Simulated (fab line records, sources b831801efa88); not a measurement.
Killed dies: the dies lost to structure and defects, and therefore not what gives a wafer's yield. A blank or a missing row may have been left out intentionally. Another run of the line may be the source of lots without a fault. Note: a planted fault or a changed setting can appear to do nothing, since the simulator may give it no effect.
Which of the tools did it? ; flow sky130 ; 45 wafers from 15 lots sampled at 5 of the route's 708 steps

WHAT EACH GAUGE READ, for each wafer
SKY_VT_ADJUST_HVTR_TW_MEAS_11. Usual: for VT_ADJUST_HVTR_TW the level is 208.4 and the standard deviation is 1.9.
lot;measured;on;VT_ADJUST_HVTR_TW;flag
L283;day 9 10:22;film-metro-02;207.2 208.0 207.2;
L285;day 9 22:25;film-metro-04;207.4 207.4 207.0;
L286;day 10 09:05;film-metro-04;209.5 208.6 208.0;
L287;day 10 15:41;film-metro-04;30.0 29.9 30.0;OFF
L288;day 10 23:38;film-metro-04;30.1 30.1 30.1;OFF
L289;day 11 04:38;film-metro-04;30.3 30.2 30.1;OFF
L290;day 11 15:15;film-metro-01;209.5 210.7 210.4;
L299;day 14 09:40;film-metro-02;206.3 205.0 205.2;
L300;day 14 16:49;film-metro-01;210.5 209.6 210.3;
L301;day 14 19:46;film-metro-04;209.9 208.7 209.3;
L302;day 15 04:11;film-metro-02;206.6 206.7 205.3;
L303;day 15 13:17;film-metro-01;210.7 209.5 211.1;
L304;day 15 22:31;film-metro-02;205.2 206.5 206.6;
L305;day 16 03:48;film-metro-02;206.3 206.3 206.2;
L306;day 16 14:37;film-metro-02;207.5 207.8 205.6;

SKY_SONOS_ONO_THK_MEAS_03. Usual: for SONOS_ONO_CVD_02_THK the level is 10.40 nm and the standard deviation is 0.12.
lot;measured;on;SONOS_ONO_CVD_02_THK (nm);flag
L283;day 11 12:41;film-metro-01;10.34 10.17 10.28;
L285;day 12 00:34;film-metro-01;10.36 10.32 10.44;
L286;day 12 14:24;film-metro-03;10.38 10.56 10.62;
L287;day 12 19:49;film-metro-01;10.35 10.23 10.34;
L288;day 13 03:22;film-metro-01;10.52 10.52 10.48;
L289;day 13 09:33;film-metro-01;10.32 10.32 10.26;
L290;day 13 21:45;film-metro-01;10.37 10.41 10.29;
L299;day 16 21:47;film-metro-03;10.43 10.45 10.56;
L300;day 17 06:44;film-metro-04;10.29 10.29 10.29;
L301;day 17 08:22;film-metro-03;10.35 10.38 10.27;
L302;day 17 17:55;film-metro-03;10.60 10.58 10.59;
L303;day 18 04:40;film-metro-04;10.48 10.42 10.51;
L304;day 18 15:37;film-metro-01;10.37 10.32 10.31;
L305;day 19 00:30;film-metro-04;10.33 10.38 10.34;
L306;day 19 04:41;film-metro-01;10.42 10.68 10.48;

SKY_CONTACT_RS_MEAS_25: uses a four-point probe to measure. Usual: for CONTACT_W_RS the level is 0.340 ohm/sq and the standard deviation is 0.0033.
lot;measured;on;CONTACT_W_RS (ohm/sq);flag
L283;day 31 13:00;film-metro-03;0.339 0.338 0.339;
L285;day 32 02:18;film-metro-01;0.341 0.341 0.336;
L286;day 32 10:04;film-metro-03;0.343 0.339 0.343;
L287;day 32 21:15;film-metro-03;0.341 0.343 0.338;
L288;day 33 07:51;film-metro-01;0.340 0.343 0.343;
L289;day 33 09:10;film-metro-03;0.338 0.338 0.343;
L290;day 33 23:54;film-metro-01;0.341 0.344 0.343;
L299;day 36 20:23;film-metro-01;0.337 0.338 0.337;
L300;day 37 04:08;film-metro-01;0.344 0.337 0.343;
L301;day 37 07:02;film-metro-01;0.340 0.342 0.335;
L302;day 38 04:57;film-metro-01;0.345 0.338 0.343;
L303;day 38 03:02;film-metro-03;0.338 0.337 0.338;
L304;day 38 05:51;film-metro-03;0.333 0.340 0.334;
L305;day 38 12:13;film-metro-01;0.343 0.345 0.341;
L306;day 38 17:54;film-metro-01;0.333 0.336 0.337;

EACH LOT AND THE TOOL THAT RAN IT (in order: tool; ch and the chambers of the sampled wafers; start)
lot;SKY_VT_ADJUST_HVTR_DEVELOP_06;SKY_CONTACT_CMP_04
L283;litho-track-04 ch 0, day 9 09:49;cmp-01 ch 0,1,3, day 30 07:19
L285;litho-track-04 ch 0, day 9 21:52;cmp-01 ch 1,2, day 30 21:17
L286;litho-track-04 ch 0, day 10 08:32;cmp-01 ch 0,1,3, day 31 05:50
L287;litho-track-04 ch 0, day 10 15:10;cmp-01 ch 0,1, day 31 15:47
L288;litho-track-04 ch 0, day 10 23:05;cmp-02 ch 0,1,3, day 32 02:52
L289;litho-track-04 ch 0, day 11 04:05;cmp-02 ch 2,3, day 32 04:15
L290;litho-track-02 ch 0, day 11 14:41;cmp-02 ch 0,1, day 32 20:52
L299;litho-track-03 ch 0, day 14 09:07;cmp-01 ch 0,3, day 35 17:05
L300;litho-track-02 ch 0, day 14 16:16;cmp-01 ch 1,2,3, day 36 00:27
L301;litho-track-04 ch 0, day 14 19:13;cmp-02 ch 0,2,3, day 36 02:51
L302;litho-track-03 ch 0, day 15 03:40;cmp-01 ch 2,3, day 37 01:50
L303;litho-track-04 ch 0, day 15 12:44;cmp-01 ch 0,1, day 36 23:04
L304;litho-track-03 ch 0, day 15 21:59;cmp-01 ch 2,3, day 37 03:04
L305;litho-track-04 ch 0, day 16 03:17;cmp-01 ch 0,2,3, day 37 09:20
L306;litho-track-02 ch 0, day 16 14:05;cmp-01 ch 0,1,3, day 37 15:14
- SKY_VT_ADJUST_HVTR_DEVELOP_06: develop time 60 s.
- SKY_CONTACT_CMP_04: polishes SiO2.

AS READ BY THE TOOLS THEMSELVES (means over the sampled wafers that have a number; for cases with no such wafer, the mark the record gives instead)
SKY_CONTACT_CMP_04. Usual: motor-current-A 12.2 A, standard deviation 0.87; time-to-endpoint-s 84 s, standard deviation 3.7.
lot;tool;motor-current-A (A);time-to-endpoint-s (s);flag
L283;cmp-01;12.3;83;
L285;cmp-01;12.9;82;
L286;cmp-01;12.7;82;
L287;cmp-01;12.8;89;
L288;cmp-02;12.1;85;
L289;cmp-02;11.3;86;
L290;cmp-02;12.0;86;
L299;cmp-01;12.6;80;
L300;cmp-01;12.7;79;
L301;cmp-02;11.7;78;
L302;cmp-01;12.9;84;
L303;cmp-01;12.0;85;
L304;cmp-01;12.6;87;
L305;cmp-01;12.9;85;
L306;cmp-01;12.1;85;

THE ANSWER, worked out from the rows above alone
Rule: a lot is off if the mean of its wafers that have a number lies more than 3 standard deviations from the usual mean. A lot without any number at a reading at which 4 lots or more have one is off too. All remaining lots with rows at the step are treated as sound. First the gauges in route order, then the tools' own readings, where a lot's mean is used as printed above. The first step at which some lot is off is used, and at that step the reading that is off furthest; a lot without a number counts as furthest.
Off: L287, L288, L289, at SKY_VT_ADJUST_HVTR_TW_MEAS_11 (VT_ADJUST_HVTR_TW).
A tool fits if, at a process step before that reading, it ran every lot that is off, and no sound lot after the first of them. Those tools and the gauges at SKY_VT_ADJUST_HVTR_TW_MEAS_11 are tried in the same way. Not one of the candidates tried fits.

WHAT THE SIMULATOR PUT IN
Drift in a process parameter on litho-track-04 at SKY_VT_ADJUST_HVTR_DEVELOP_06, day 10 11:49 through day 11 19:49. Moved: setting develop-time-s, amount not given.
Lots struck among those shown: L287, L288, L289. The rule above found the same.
